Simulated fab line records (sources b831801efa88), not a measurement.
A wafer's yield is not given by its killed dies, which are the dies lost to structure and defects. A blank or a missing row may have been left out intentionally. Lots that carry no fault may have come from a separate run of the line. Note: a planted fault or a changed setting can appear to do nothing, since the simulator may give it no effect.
Which tool is to blame? | flow sky130 | 6 lots with 18 wafers sampled at 3 steps, on a route of 708 steps

WHAT THE GAUGES SHOWED, per wafer
SKY_CONTACT_THK_MEAS_03.
lot  | measured     | on            | CONTACT_HDPCVD_THK (nm)
L937 | day 30 13:52 | film_metro-03 | 574 571 572
L940 | day 32 07:29 | film_metro-03 | 557 570 568
L941 | day 32 08:07 | film_metro-03 | 562 565 569
L944 | day 32 20:19 | film_metro-01 | 569 569 570
L955 | day 36 19:01 | film_metro-01 | 566 555 557
L956 | day 37 03:55 | film_metro-04 | 572 574 574

WHAT TOOL EACH LOT RAN ON (gives the tool, then ch and the chambers of the sampled wafers, and finally the start)
lot  | SKY_LI_CONTACT_CMP_02         | SKY_CONTACT_HDPCVD_02
L937 | cmp-02 ch 1,2, day 28 03:50   | hdpcvd-01 ch 0,1, day 30 13:48
L940 | cmp-02 ch 0,2,3, day 29 21:26 | hdpcvd-02 ch 0,1,2, day 32 07:25
L941 | cmp-02 ch 0,2,3, day 29 21:38 | hdpcvd-02 ch 1,2, day 32 08:02
L944 | cmp-01 ch 1,2, day 30 11:23   | hdpcvd-02 ch 0,1, day 32 20:15
L955 | cmp-02 ch 0,2,3, day 34 12:23 | hdpcvd-01 ch 0,1,2, day 36 18:56
L956 | cmp-02 ch 0,1, day 34 21:04   | hdpcvd-02 ch 0,1, day 37 03:49
- SKY_LI_CONTACT_CMP_02: polishes PSG.
- SKY_CONTACT_HDPCVD_02: deposits SiO2, target thk 565 nm, time 94.2 s.

THE ANSWER, worked out from the rows above alone
Rule: the usual values come from the lots themselves. The widest of any qualifying gaps counts: lots, ordered by their means at a reading, are off when they make up no more than a third of the lots, leave a main group of 4 or more, and stand apart from it by 3 or more times the standard deviation of that group's means. A main group whose means are all the same, to the digits that the tables above print for the reading, isn't used. A lot without any number at a reading at which 4 lots or more have one is off too. All remaining lots with rows at the step are treated as sound.
Across all readings shown, no lot is off: no conclusion can be drawn from this.

WHAT HAD BEEN PUT IN BY THE SIMULATOR
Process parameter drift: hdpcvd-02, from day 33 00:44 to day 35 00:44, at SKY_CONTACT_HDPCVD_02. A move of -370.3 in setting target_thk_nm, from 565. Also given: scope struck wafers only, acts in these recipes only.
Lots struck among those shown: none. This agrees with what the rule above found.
